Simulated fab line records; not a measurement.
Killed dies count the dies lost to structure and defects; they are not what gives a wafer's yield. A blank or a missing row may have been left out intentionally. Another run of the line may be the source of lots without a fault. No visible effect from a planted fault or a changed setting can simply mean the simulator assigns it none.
Problem report, 8D (eight disciplines) form, completed by code :: flow sky130 :: the parts of the form that need people (team, actions taken, sign-off) are left out

1. THE ISSUE
Wafers without a fault read 396.4 W, standard deviation 1.4; rf_fwd_power_W at SKY_POLY_GATE_ETCH_17 reads a mean of 332.4 W on 6 wafers belonging to 2 lots. Measured from the usual mean, that is -46 standard deviations.
The step: etches poly-Si in HBr/Cl2, stops on SiO2, target depth 180 nm, time 70.5 s.
The first sign was on wafer L201.2 at day 21 01:50, on rie_si-01. Wafers with a number at this step in the record: 42, from 14 lots. The rule behind "out" and "out of limits": a value lying over 4 standard deviations away from the usual mean. Any other wafer with a number is counted as sound.

2. WHAT IT IS, WHAT IT ISN'T
question: which readings at this step
is: rf_fwd_power_W
is not: drypump_motor_current_A, mfc_cl2_sccm, throttle_valve_pct

question: which lots
is: L201, L203
is not: L188, L189, L190, L191, L192, L193, L194, L195, L208, L209, L210, L211

question: which wafers of those lots
is: all that have a number
is not: -

question: read on which tools
is: rie_si-01
is not: rie_si-02

question: when
is: from day 21 01:50
is not: up to then (24 sound wafers); but 12 sound wafers of L208, L209, L210, L211 came after

3. THE SUSPECTS, EACH WITH WHAT RULES IT OUT
Counting: a tool at any process step up to the reading remains a suspect when it ran all the lots that are out and ran no sound lot after the first of those.
- rie_si-01 at SKY_POLY_GATE_ETCH_17 (etches poly-Si in HBr/Cl2, stops on SiO2, target depth 180 nm, time 70.5 s): ruled out as a lasting fault. Sound lots L209, L210 ran on it after its first lot that is out, L201 (day 21 01:50).
Left after counting: nothing in the record.

4. THE CAUSE (what the simulator had put in)
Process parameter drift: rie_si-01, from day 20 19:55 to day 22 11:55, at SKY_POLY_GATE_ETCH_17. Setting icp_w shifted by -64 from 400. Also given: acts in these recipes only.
Counting ruled it out, wrongly.

5. SEQUENCE OF EFFECTS, ordered by route
Rows list readings where the struck wafers' mean (over those with a number) sits beyond 3 standard deviations from the usual. Readings are gone through only where the record gives a usual standard deviation; hours: the median, over the lots, of the time from a lot's start at the first step in this table giving one to that lot's start at this step; sigmas: the change measured in usual standard deviations.
hours: 0
step: SKY_POLY_GATE_ETCH_17
reading: oes_product_au
usual: 0.982 a.u.
on struck wafers: 0.935
change: -0.047
sigmas: -6.3

hours: 0
step: SKY_POLY_GATE_ETCH_17
reading: rf_fwd_power_W
usual: 396.4 W
on struck wafers: 332.4
change: -64.0
sigmas: -46
It contains these process steps:
- SKY_POLY_GATE_ETCH_17: etches poly-Si in HBr/Cl2, stops on SiO2, target depth 180 nm, time 70.5 s.

6. WHAT WOULD HAVE CAUGHT IT SOONER
The fault began at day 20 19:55; the first out-of-limits reading in this record came at day 21 01:50, 6 hours later.
